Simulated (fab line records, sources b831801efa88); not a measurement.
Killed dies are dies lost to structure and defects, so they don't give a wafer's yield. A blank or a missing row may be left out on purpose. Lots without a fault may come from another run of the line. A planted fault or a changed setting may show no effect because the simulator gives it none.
A struck lot beside a sound one | flow gf180mcu | 15 steps out of a route of 602
Sound: wafers L138.1, L138.3, L138.5. Struck: wafers L146.3, L146.5, L146.6. The cause comes at the end.
At each step with rows: each side's tool, then ch and its chambers, then its first start. Under that, the readings that differ: sound wafers | struck wafers | difference of the means | sigmas: that difference in standard deviations of wafers without a fault.
alike: readings whose means differ by less than 2 such deviations, and words and numbers that are the same on both sides. not compared: withheld readings, readings that some wafer has no value for, bounds like >300 that may hide the same value, and numbers for which the record gives no deviation and whose values overlap.
The two part at a step that has a row with sigmas, a row that says differs or no value, or rows on one side only. Numbers that don't overlap but have no deviation are shown without sigmas and don't part them. A reading that every wafer of one side lacks parts them only if that side has two wafers or more.

GF_M4_SPUTTER_04: material TiN, target thk 50 nm, time 41.7 s.
  sound on pvd_sputter-03, day 24 08:47; struck on pvd_sputter-02, day 26 22:56
  alike: cathode_dc_power_W, chamber_pressure_pa, throttle_valve_pct
GF_M4_RS_MEAS_05: measures by four-point-probe.
  sound on film_metro-02, day 24 08:49; struck on film_metro-04, day 26 23:01
  alike: M4_ALCU_RS
GF_M4_THK_MEAS_06: measures by xrf.
  sound on film_metro-02, day 24 08:56; struck on film_metro-04, day 26 23:07
  alike: M4_ALCU_THK
then, 7 steps without rows for these wafers: GF_M4_DEHYDRATE_07 (time 60 s); GF_M4_HMDS_08 (prime time 60 s); GF_M4_COAT_09 (resist thk 1000 nm); GF_M4_SOFTBAKE_10 (time 60 s); GF_M4_EXPOSE_11 (exposes mask Metal4, target cd 280 nm); GF_M4_PEB_12 (peb time 90 s); GF_M4_DEVELOP_13 (develop time 60 s).
GF_M4_CD_MEAS_14: target cd 280 nm.
  sound on cd_sem-01, day 25 06:32; struck on cd_sem-02, day 27 18:46
  alike: cd_nm
GF_M4_OVL_MEAS_15:
  sound on overlay-02, day 25 06:39; struck on overlay-02, day 27 18:51
  alike: M4_OVL
GF_M4_METAL_ETCH_16: etches the open film in Cl2/BCl3, stops on SiO2, target depth 627.5 nm, time 104.6 s.
  sound on rie_metal-02 ch 0,1, day 25 06:41; struck on rie_metal-04 ch 0,1, day 27 18:55
  no value came back on the struck wafers for any of 6 readings (bcl3_flow_sccm (sccm), bias_w (W) and others); on the sound wafers bcl3_flow_sccm (sccm) reads 39.84 40.05 39.96
  reading                             | sound             | struck          | difference | sigmas
  model.KrF_of_M4_COAT_09.thk_nm (nm) | 732.6 730.1 732.1 | 983.9 987 986.6 | +254.2     |
  not compared: rf_hours_counter_h
GF_M4_STRIP_17: strips in O2/N2.
  sound on plasma_asher-01 ch 0,1, day 25 06:48; struck on plasma_asher-02 ch 0,1, day 27 19:01
  reading                      | sound             | struck            | difference | sigmas
  oes_product_au (a.u.)        | 0.563 0.546 0.556 | 0.664 0.668 0.667 | +0.111     | +23
  strip_time_to_endpoint_s (s) | 7.85 7.84 7.85    | 10.18 10.21 10.22 | +2.36      | +51
  alike: drypump_motor_current_A, heater_power_w, o2_flow_sccm
  not compared: rf_hours_counter_h
then, 1 step without rows for these wafers: GF_M4_STRIP_18 (strips in post etch residue remover, time 1200 s).

WHERE THEY PART
First at GF_M4_METAL_ETCH_16; last, within this record, at GF_M4_STRIP_17.

WHY: what the simulator had put in
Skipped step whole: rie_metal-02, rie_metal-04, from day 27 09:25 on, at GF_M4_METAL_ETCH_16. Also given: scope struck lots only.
